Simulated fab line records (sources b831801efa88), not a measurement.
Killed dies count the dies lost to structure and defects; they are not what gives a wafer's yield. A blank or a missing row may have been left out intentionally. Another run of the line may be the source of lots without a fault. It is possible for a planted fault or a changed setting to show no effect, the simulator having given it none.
fab line records    flow sky130
[record] lots = 13  wafers = 38  last_day = 50
route steps=708 shown NWELL@34 VT_ADJUST_PCH@147 SONOS_TUNNEL@166 GATE_OXIDE@200 POLY_CUT@317
lots that met no fault: from a run of the same line without faults
start_h: hours from the record's first day to the start of the lot's first wafer shown    wait_h: hours elapsed since this lot's preceding step    " unchanged from the row above    L1.1+2: a row that stands for several wafers    - no value, or no start given    * or withheld: withheld    < > ~ a bound
route shown NAME@n: a module of which the file shows steps, and the number in the route of the first    usual: the fault-free wafers' mean and standard deviation    same: alike in all rows    chamber/n: place in a boat    sites: readings site by site    _std_site: the standard deviation of these    _edge_site: inner sites' mean taken away from outer sites' mean    radius_mm: how far each site lies from the wafer's centre    mask NAME#n: copy n    behind: the most recent tool/chamber to have shaped the wafer    hold: the reason the lot was held/the length of the hold in hours/how it ended    device: which transistor (n, p or np) failed to switch    end of line: the same wafers' tests at the end of the route    a step given without rows: its recipe and nothing more    killed: the dies lost at the first sort to structure and to defects; this is not the yield of the wafer    map: a wafer's dies, x killed, . not, _ none there
set.NAME: the setting that was run; set.NAME@STEP: the one run at that earlier step    model.NAME: the simulator's own value behind a step, which no gauge read
one table for each step of the route and one row for each wafer, over a sample of lots
services: the hour from which a tool's chamber was out of use, counted from the record's first day as start_h (under 0 if before that day), plus the number of hours and why
[[steps]]
[step SKY_NWELL_THK_MEAS_02]
[recipe] reads = SiO2_of_NWELL_OXIDATION_01
[usual] NWELL_OXIDATION_THK = 9.75/0.19
lot.wafer  tool           chamber  start_h  wait_h  NWELL_OXIDATION_THK[nm]
L808.1     film_metro-04  -        48.33    0.0     9.58
L808.4     "              -        "        "       9.75
L808.6     "              -        "        "       9.49
L810.1     film_metro-02  -        52.75    0.0     9.94
L810.2     "              -        "        "       10.02
L810.6     "              -        "        "       10.04
L811.3     film_metro-03  -        58.33    0.0     9.97
L811.4     "              -        "        "       9.89
L811.5     "              -        "        "       9.85
L812.3     film_metro-04  -        61.28    0.0     9.75
L812.5     "              -        "        "       9.80
L812.6     "              -        "        "       9.84
L814.2     film_metro-03  -        68.45    0.0     9.88
L814.3     "              -        "        "       9.98
L817.1     film_metro-03  -        82.24    0.0     9.58
L817.2     "              -        "        "       9.52
L817.3     "              -        "        "       9.51
L820.4     film_metro-04  -        102.42   0.0     9.70
L820.5     "              -        "        "       9.76
L820.6     "              -        "        "       9.70
L823.3     film_metro-04  -        114.99   0.0     9.47
L823.4     "              -        "        "       9.40
L823.5     "              -        "        "       9.38
L824.1     film_metro-02  -        118.78   0.0     9.66
L824.4     "              -        "        "       9.77
L824.6     "              -        "        "       9.65
L825.3     film_metro-04  -        124.08   0.0     9.79
L825.5     "              -        "        "       9.74
L825.6     "              -        "        "       9.86
L827.2     film_metro-02  -        141.80   0.0     9.73
L827.3     "              -        "        "       9.77
L827.5     "              -        "        "       9.66
L829.1     film_metro-02  -        147.09   0.0     9.79
L829.2     "              -        "        "       9.84
L829.4     "              -        "        "       9.69
L830.1     film_metro-03  -        153.03   0.0     10.03
L830.2     "              -        "        "       9.94
L830.4     "              -        "        "       9.92
[step SKY_VT_ADJUST_PCH_EXPOSE_04]
[recipe] mask_id = NWM  na = 0.6  source_shape = conventional  sigma_outer = 0.6  polarization = unpolarized  target_cd_nm = 840  dose_mj = 255
[usual] focus_offset_nm = 0.1/0.51
lot.wafer  tool              chamber  start_h  wait_h  mask    focus_offset_nm
L808.1     iline_stepper-01  0        229.56   -       NWM#0   0.2
L808.4     "                 0        "        "       NWM#0   -0.4
L808.6     "                 0        "        "       NWM#0   0.2
L810.1     iline_stepper-02  0        240.11   -       NWM#0   0.0
L810.2     "                 0        "        "       NWM#0   0.0
L810.6     "                 0        "        "       NWM#0   -0.6
L811.3     iline_stepper-01  0        248.22   -       TUNM#0  0.1
L811.4     "                 0        "        "       TUNM#0  0.4
L811.5     "                 0        "        "       TUNM#0  -0.3
L812.3     iline_stepper-01  0        252.27   -       NWM#0   -0.8
L812.5     "                 0        "        "       NWM#0   -0.3
L812.6     "                 0        "        "       NWM#0   -0.9
L814.2     iline_stepper-01  0        264.55   -       NWM#0   0.4
L814.3     "                 0        "        "       NWM#0   -0.4
L817.1     iline_stepper-02  0        285.95   -       NWM#0   0.5
L817.2     "                 0        "        "       NWM#0   0.6
L817.3     "                 0        "        "       NWM#0   0.0
L820.4     iline_stepper-01  0        317.09   -       NWM#0   0.7
L820.5     "                 0        "        "       NWM#0   1.0
L820.6     "                 0        "        "       NWM#0   0.7
L823.3     iline_stepper-01  0        338.91   -       NWM#0   0.2
L823.4     "                 0        "        "       NWM#0   0.0
L823.5     "                 0        "        "       NWM#0   -0.7
L824.1     iline_stepper-01  0        341.93   -       NWM#0   -0.1
L824.4     "                 0        "        "       NWM#0   -0.4
L824.6     "                 0        "        "       NWM#0   -0.3
L825.3     iline_stepper-02  0        349.97   -       NWM#0   0.3
L825.5     "                 0        "        "       NWM#0   0.4
L825.6     "                 0        "        "       NWM#0   0.2
L827.2     iline_stepper-01  0        376.24   -       NWM#0   -0.6
L827.3     "                 0        "        "       NWM#0   -1.0
L827.5     "                 0        "        "       NWM#0   -0.7
L829.1     iline_stepper-02  0        381.43   -       NWM#0   -0.7
L829.2     "                 0        "        "       NWM#0   -0.4
L829.4     "                 0        "        "       NWM#0   -0.3
L830.1     iline_stepper-02  0        391.66   -       NWM#0   0.6
L830.2     "                 0        "        "       NWM#0   -0.1
L830.4     "                 0        "        "       NWM#0   0.1
[step SKY_VT_ADJUST_PCH_OVL_MEAS_07]
[usual] VT_ADJUST_PCH_OVL = 0.4/1.4
lot.wafer  tool        chamber  start_h  wait_h  VT_ADJUST_PCH_OVL[nm]
L808.1     overlay-01  -        241.53   -       -2.1
L808.4     "           -        "        "       -1.6
L808.6     "           -        "        "       -1.4
L810.1     overlay-02  -        251.93   -       1.8
L810.2     "           -        "        "       0.9
L810.6     "           -        "        "       1.1
L811.3     overlay-02  -        260.44   -       -
L811.4     "           -        "        "       -
L811.5     "           -        "        "       -
L812.3     overlay-02  -        264.79   -       -0.6
L812.5     "           -        "        "       0.2
L812.6     "           -        "        "       -2.8
L814.2     overlay-02  -        277.14   -       0.2
L814.3     "           -        "        "       0.7
L817.1     overlay-01  -        299.53   -       0.7
L817.2     "           -        "        "       1.1
L817.3     "           -        "        "       2.2
L820.4     overlay-02  -        330.07   -       -0.7
L820.5     "           -        "        "       -0.6
L820.6     "           -        "        "       -2.1
L823.3     overlay-01  -        352.59   -       -0.6
L823.4     "           -        "        "       1.9
L823.5     "           -        "        "       2.1
L824.1     overlay-02  -        355.40   -       0.2
L824.4     "           -        "        "       -0.9
L824.6     "           -        "        "       -0.7
L825.3     overlay-01  -        364.04   -       3.0
L825.5     "           -        "        "       2.7
L825.6     "           -        "        "       0.6
L827.2     overlay-01  -        391.29   -       0.2
L827.3     "           -        "        "       2.5
L827.5     "           -        "        "       0.6
L829.1     overlay-02  -        395.88   -       -0.4
L829.2     "           -        "        "       0.0
L829.4     "           -        "        "       0.5
L830.1     overlay-02  -        405.98   -       2.5
L830.2     "           -        "        "       3.6
L830.4     "           -        "        "       2.3
[step SKY_VT_ADJUST_PCH_TW_MEAS_10]
[usual] VT_ADJUST_PCH_TW = 142.9/1.3
lot.wafer  tool           chamber  start_h  wait_h  VT_ADJUST_PCH_TW
L808.1     film_metro-03  -        241.82   0.1     143.4
L808.4     "              -        "        "       142.7
L808.6     "              -        "        "       143.0
L810.1     film_metro-03  -        252.22   0.1     143.3
L810.2     "              -        "        "       142.5
L810.6     "              -        "        "       143.2
L811.3     film_metro-03  -        260.74   0.1     30.1
L811.4     "              -        "        "       30.0
L811.5     "              -        "        "       30.1
L812.3     film_metro-03  -        265.09   0.1     142.1
L812.5     "              -        "        "       142.5
L812.6     "              -        "        "       142.1
L814.2     film_metro-03  -        277.43   0.1     142.2
L814.3     "              -        "        "       142.0
L817.1     film_metro-03  -        299.82   0.1     143.1
L817.2     "              -        "        "       143.4
L817.3     "              -        "        "       144.0
L820.4     film_metro-01  -        330.36   0.1     140.2
L820.5     "              -        "        "       140.2
L820.6     "              -        "        "       140.6
L823.3     film_metro-03  -        352.89   0.1     143.3
L823.4     "              -        "        "       142.8
L823.5     "              -        "        "       143.7
L824.1     film_metro-02  -        355.68   0.1     144.6
L824.4     "              -        "        "       145.1
L824.6     "              -        "        "       145.1
L825.3     film_metro-03  -        364.34   0.1     142.7
L825.5     "              -        "        "       142.3
L825.6     "              -        "        "       142.9
L827.2     film_metro-02  -        391.58   0.1     144.7
L827.3     "              -        "        "       144.6
L827.5     "              -        "        "       145.0
L829.1     film_metro-01  -        396.17   0.1     143.6
L829.2     "              -        "        "       143.5
L829.4     "              -        "        "       142.8
L830.1     film_metro-03  -        406.27   0.1     141.3
L830.2     "              -        "        "       142.0
L830.4     "              -        "        "       141.8
[step SKY_SONOS_TUNNEL_TW_MEAS_12]
[usual] SONOS_TUNNEL_TW = 197.2/2.1
lot.wafer  tool           chamber  start_h  wait_h  SONOS_TUNNEL_TW
L808.1     film_metro-03  -        266.95   0.0     197.1
L808.4     "              -        "        "       197.2
L808.6     "              -        "        "       196.3
L810.1     film_metro-03  -        278.61   0.0     196.5
L810.2     "              -        "        "       196.4
L810.6     "              -        "        "       195.8
L811.3     film_metro-03  -        287.99   0.0     212.7
L811.4     "              -        "        "       213.5
L811.5     "              -        "        "       213.7
L812.3     film_metro-01  -        292.20   0.0     195.2
L812.5     "              -        "        "       194.1
L812.6     "              -        "        "       194.6
L814.2     film_metro-03  -        304.63   0.0     197.6
L814.3     "              -        "        "       198.1
L817.1     film_metro-03  -        325.35   0.0     197.6
L817.2     "              -        "        "       197.7
L817.3     "              -        "        "       197.4
L820.4     film_metro-01  -        358.34   0.0     195.9
L820.5     "              -        "        "       196.0
L820.6     "              -        "        "       194.7
L823.3     film_metro-04  -        381.57   0.0     200.7
L823.4     "              -        "        "       200.3
L823.5     "              -        "        "       199.6
L824.1     film_metro-01  -        384.50   0.0     197.6
L824.4     "              -        "        "       197.2
L824.6     "              -        "        "       198.2
L825.3     film_metro-04  -        393.73   0.0     199.1
L825.5     "              -        "        "       200.5
L825.6     "              -        "        "       198.8
L827.2     film_metro-03  -        422.04   0.0     195.8
L827.3     "              -        "        "       195.0
L827.5     "              -        "        "       194.9
L829.1     film_metro-04  -        426.36   0.0     201.9
L829.2     "              -        "        "       200.6
L829.4     "              -        "        "       200.7
L830.1     film_metro-01  -        437.20   0.0     198.2
L830.2     "              -        "        "       197.8
L830.4     "              -        "        "       198.7
[step SKY_GATE_OXIDE_STRIP_13]
[recipe] chemistry = O2/N2  power_w = 1400  pressure_mtorr = 1500  platen_temp_c = withheld  o2_flow_sccm = 3000  n2_flow_sccm = 300  overash_fraction = 0.5
[usual] drypump_motor_current_A = 5.7/0.41  oes_product_au = 0.716/0.0043  strip_time_to_endpoint_s = 14.18/0.037
lot.wafer  tool             chamber  start_h  wait_h  drypump_motor_current_A  oes_product_au  rf_hours_counter_h  strip_time_to_endpoint_s
L808.1     plasma_asher-03  1        330.54   0.0     5.5                      0.718           20                  14.19
L808.4     "                1        "        "       5.5                      0.715           -                   14.18
L808.6     "                0        "        "       5.3                      0.711           -                   14.18
L810.1     plasma_asher-03  1        338.85   0.0     5.5                      0.713           21                  14.16
L810.2     "                0        "        "       5.3                      0.714           21                  14.15
L810.6     "                1        "        "       5.5                      0.718           -                   14.16
L811.3     plasma_asher-02  0        348.65   0.0     6.1                      0.722           -                   14.19
L811.4     "                1        "        "       6.5                      0.722           -                   14.19
L811.5     "                0        "        "       6.0                      0.716           -                   14.19
L812.3     plasma_asher-01  0        351.67   0.0     5.4                      0.717           -                   14.20
L812.5     "                1        "        "       6.1                      0.713           -                   14.25
L812.6     "                0        "        "       5.4                      0.707           -                   14.23
L814.2     plasma_asher-03  0        366.57   0.0     5.3                      0.723           24                  14.13
L814.3     "                1        "        "       5.5                      0.718           -                   14.11
L817.1     plasma_asher-03  0        389.62   0.0     5.3                      0.717           26                  14.19
L817.2     "                1        "        "       5.5                      0.717           26                  14.18
L817.3     "                1        "        "       5.5                      0.714           -                   14.15
L820.4     plasma_asher-02  0        423.92   0.0     6.0                      0.717           -                   14.21
L820.5     "                0        "        "       6.0                      0.717           -                   14.21
L820.6     "                1        "        "       6.5                      0.717           -                   14.20
L823.3     plasma_asher-01  1        452.27   0.0     6.1                      0.709           -                   14.16
L823.4     "                0        "        "       5.4                      0.716           -                   14.14
L823.5     "                1        "        "       6.1                      0.716           -                   14.17
L824.1     plasma_asher-01  1        453.20   0.0     6.1                      0.713           2                   14.19
L824.4     "                1        "        "       6.1                      0.718           -                   14.19
L824.6     "                0        "        "       5.4                      0.718           -                   14.21
L825.3     plasma_asher-01  0        461.80   0.0     5.3                      0.717           -                   14.18
L825.5     "                0        "        "       5.4                      0.713           -                   14.18
L825.6     "                1        "        "       6.1                      0.718           -                   14.16
L827.2     plasma_asher-03  0        491.23   0.0     5.3                      0.723           36                  14.13
L827.3     "                1        "        "       5.5                      0.712           -                   14.14
L827.5     "                1        "        "       5.5                      0.723           -                   14.17
L829.1     plasma_asher-03  0        497.17   0.0     5.3                      0.715           37                  14.14
L829.2     "                1        "        "       5.5                      0.713           37                  14.15
L829.4     "                0        "        "       5.3                      0.715           -                   14.09
L830.1     plasma_asher-02  1        506.79   0.0     6.5                      0.712           78                  14.19
L830.2     "                0        "        "       6.0                      0.721           78                  14.18
L830.4     "                1        "        "       6.5                      0.717           -                   14.17
[step SKY_POLY_CUT_ETCH_10]
[recipe] chemistry = N2/H2  target = BARC  ion_energy_ev = 200  source_w = 500  bias_w = 100  pressure_mtorr = 30  n2_flow_sccm = 100  h2_flow_sccm = 200  stop_on = SiO2  time_s = 45.9  target_depth_a = 600
[usual] drypump_motor_current_A = 5.6/0.51  oes_product_au = 0.855/0.0048  rf_fwd_power_W = 495.2/1.9  throttle_valve_pct = 13.225/0.0099
lot.wafer  tool         chamber  start_h  wait_h  drypump_motor_current_A  oes_product_au  rf_fwd_power_W  rf_hours_counter_h  throttle_valve_pct
L808.1     rie_diel-01  0        580.42   0.0     6.3                      0.860           495.5           7                   13.217
L808.4     "            1        "        "       5.2                      0.862           496.8           -                   13.222
L808.6     "            3        "        "       4.8                      0.854           495.1           -                   13.243
L810.1     rie_diel-02  3        589.37   0.0     5.4                      0.858           494.6           11                  13.228
L810.2     "            1        "        "       5.6                      0.856           496.5           13                  13.221
L810.6     "            3        "        "       5.4                      0.858           490.7           -                   13.224
L811.3     rie_diel-02  1        600.40   0.0     5.6                      0.847           495.6           13                  13.230
L811.4     "            0        "        "       5.5                      0.859           496.3           1                   13.236
L811.5     "            3        "        "       5.4                      0.853           496.2           -                   13.227
L812.3     rie_diel-01  2        606.39   0.0     5.5                      0.860           497.2           0                   13.220
L812.5     "            1        "        "       5.2                      0.857           496.9           -                   13.215
L812.6     "            2        "        "       5.5                      0.855           496.8           -                   13.229
L814.2     rie_diel-01  0        619.02   0.0     6.2                      0.852           497.3           7                   13.227
L814.3     "            2        "        "       5.5                      0.855           493.7           0                   13.233
L817.1     rie_diel-01  3        644.22   0.0     4.8                      0.849           493.1           6                   13.217
L817.2     "            2        "        "       5.5                      0.856           495.9           1                   13.228
L817.3     "            1        "        "       5.2                      0.855           495.6           4                   13.232
L820.4     rie_diel-04  0        672.47   0.0     6.0                      0.859           494.9           15                  13.220
L820.5     "            2        "        "       6.5                      0.856           492.1           -                   13.236
L820.6     "            1        "        "       5.8                      0.853           494.2           -                   13.221
L823.3     rie_diel-02  0        695.92   0.0     5.5                      0.861           496.0           3                   13.216
L823.4     "            2        "        "       4.8                      0.860           493.1           9                   13.203
L823.5     "            2        "        "       4.8                      0.860           493.9           -                   13.235
L824.1     rie_diel-04  1        696.87   0.0     5.8                      0.862           496.0           12                  13.232
L824.4     "            2        "        "       6.6                      0.852           494.0           2                   13.221
L824.6     "            2        "        "       6.6                      0.856           494.5           -                   13.215
L825.3     rie_diel-04  1        707.95   0.0     5.8                      0.847           495.0           12                  13.218
L825.5     "            3        "        "       5.9                      0.847           493.9           -                   13.230
L825.6     "            2        "        "       6.5                      0.852           495.0           -                   13.228
L827.2     rie_diel-01  1        729.65   0.0     5.2                      0.851           496.7           6                   13.222
L827.3     "            3        "        "       4.8                      0.843           495.9           7                   13.221
L827.5     "            1        "        "       5.2                      0.854           493.8           -                   13.216
L829.1     rie_diel-02  3        740.19   0.0     5.4                      0.861           493.4           15                  13.209
L829.2     "            1        "        "       5.5                      0.866           497.5           17                  13.222
L829.4     "            2        "        "       4.8                      0.857           496.1           10                  13.207
L830.1     rie_diel-02  3        743.97   0.0     5.4                      0.857           495.4           15                  13.226
L830.2     "            1        "        "       5.6                      0.851           495.1           17                  13.219
L830.4     "            2        "        "       4.8                      0.852           495.0           10                  13.231
[[services]]
tool              chamber  start_h  hours  kind
plasma_asher-03   -        205.62   3.6    repair
iline_stepper-02  -        218.89   1.6    repair
rie_diel-02       -        235.92   15.6   pm
iline_stepper-02  -        242.86   4.4    pm
iline_stepper-01  -        286.83   1.7    pm
rie_diel-02       0        287.62   7.2    repair
iline_stepper-02  -        288.50   3.5    repair
iline_stepper-02  -        297.61   1.7    pm
plasma_asher-03   -        314.85   0.7    repair
rie_diel-02       2        316.78   13.8   repair
rie_diel-02       3        352.39   10.2   repair
rie_diel-02       0        384.13   5.2    repair
rie_diel-02       -        477.44   0.2    repair
iline_stepper-02  -        478.75   5.0    repair
rie_diel-02       2        482.12   15.3   repair
iline_stepper-01  -        505.01   1.7    pm
rie_diel-02       -        512.40   2.8    pm
iline_stepper-02  -        515.79   1.7    pm
iline_stepper-02  -        545.75   5.4    repair
iline_stepper-01  -        665.96   4.4    pm
plasma_asher-03   -        681.79   1.5    repair
plasma_asher-03   -        701.90   4.3    pm
iline_stepper-01  -        723.19   1.7    pm
iline_stepper-01  -        735.72   2.1    pm
[[key]]
[first_sign] step = SKY_VT_ADJUST_PCH_EXPOSE_04  reading = mask  direction = changed
[effect] step = SKY_VT_ADJUST_PCH_OVL_MEAS_07  reading = VT_ADJUST_PCH_OVL  direction = missing
[effect] step = SKY_VT_ADJUST_PCH_TW_MEAS_10  reading = VT_ADJUST_PCH_TW  direction = down  sigmas = 88  usual = 142.9  struck = 30.1
[effect] step = SKY_SONOS_TUNNEL_TW_MEAS_12  reading = SONOS_TUNNEL_TW  direction = up  sigmas = 7.6  usual = 197.2  struck = 213.3
met_at SKY_VT_ADJUST_PCH_EXPOSE_04
struck_lots L811
sort_left_out L811.3,L811.4,L811.5
tester_left_out L811
not_acting_at SKY_NWELL_THK_MEAS_02,SKY_GATE_OXIDE_STRIP_13,SKY_POLY_CUT_ETCH_10
onset_between 229.56 248.22
[fault] kind = wrong_mask  tool = any  chamber = -  onset_h = 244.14  steps = SKY_VT_ADJUST_PCH_EXPOSE_04  aux_copy = TUNM#0  scope = struck_lots_only
// tester_left_out: of these lots the tester's yield and bins aren't shown, on N5 and GAA mostly nor the transistor test; their killed dies are dies lost to structure and defects alone, not to doping, threshold or leakage, so they don't give the yield
// sort_left_out: the simulated sort isn't trusted on such a fault, so these wafers' sort isn't shown, and their yield isn't known
